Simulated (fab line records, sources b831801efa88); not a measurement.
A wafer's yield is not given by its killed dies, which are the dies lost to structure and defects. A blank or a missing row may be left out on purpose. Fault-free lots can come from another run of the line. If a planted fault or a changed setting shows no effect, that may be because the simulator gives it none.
Which tool is to blame? | flow gf180mcu | 7 lots with 21 wafers sampled at 2 steps, on a route of 602 steps

== WHAT THE GAUGES READ, wafer by wafer ==
GF_V1_THK_MEAS_01.
lot  | measured     | on            | V1_CVD_00_THK (nm)
L639 | day 17 20:07 | film metro-03 | 594 593 580
L641 | day 18 17:05 | film metro-03 | 601 586 598
L646 | day 20 11:30 | film metro-04 | 597 593 612
L653 | day 23 01:25 | film metro-03 | 605 598 596
L656 | day 23 22:36 | film metro-04 | 592 593 590
L658 | day 24 21:55 | film metro-04 | 599 601 598
L660 | day 25 06:44 | film metro-03 | 612 603 608

== EACH LOT AND THE TOOL THAT RAN IT (in order: tool; ch and the chambers of the sampled wafers; start) ==
lot  | GF_DUAL_GATE_STRIP_13
L639 | plasma asher-03 ch 0,1, day 8 21:41
L641 | plasma asher-01 ch 1, day 9 12:43
L646 | plasma asher-01 ch 0,1, day 10 21:01
L653 | plasma asher-03 ch 1, day 12 22:05
L656 | plasma asher-03 ch 0,1, day 13 19:55
L658 | plasma asher-02 ch 1, day 14 12:35
L660 | plasma asher-01 ch 0,1, day 15 02:13
- GF_DUAL_GATE_STRIP_13: strips in O2/N2.

== THE ANSWER, worked out from the rows above alone ==
Rule: what is usual is taken from the lots themselves. The widest of any qualifying gaps counts: lots, ordered by their means at a reading, are off when they make up no more than a third of the lots, leave a main group of 4 or more, and stand apart from it by 3 or more times the standard deviation of that group's means. A main group is skipped when, at the precision printed for the reading in the tables above, its means are all equal. Also off: a lot with no number at a reading for which 4 or more lots have one. Any other lot the step has rows for is counted as sound.
No lot is off on any of the readings shown, so nothing can be concluded from this.

== WHAT WAS PUT IN BY THE SIMULATOR ==
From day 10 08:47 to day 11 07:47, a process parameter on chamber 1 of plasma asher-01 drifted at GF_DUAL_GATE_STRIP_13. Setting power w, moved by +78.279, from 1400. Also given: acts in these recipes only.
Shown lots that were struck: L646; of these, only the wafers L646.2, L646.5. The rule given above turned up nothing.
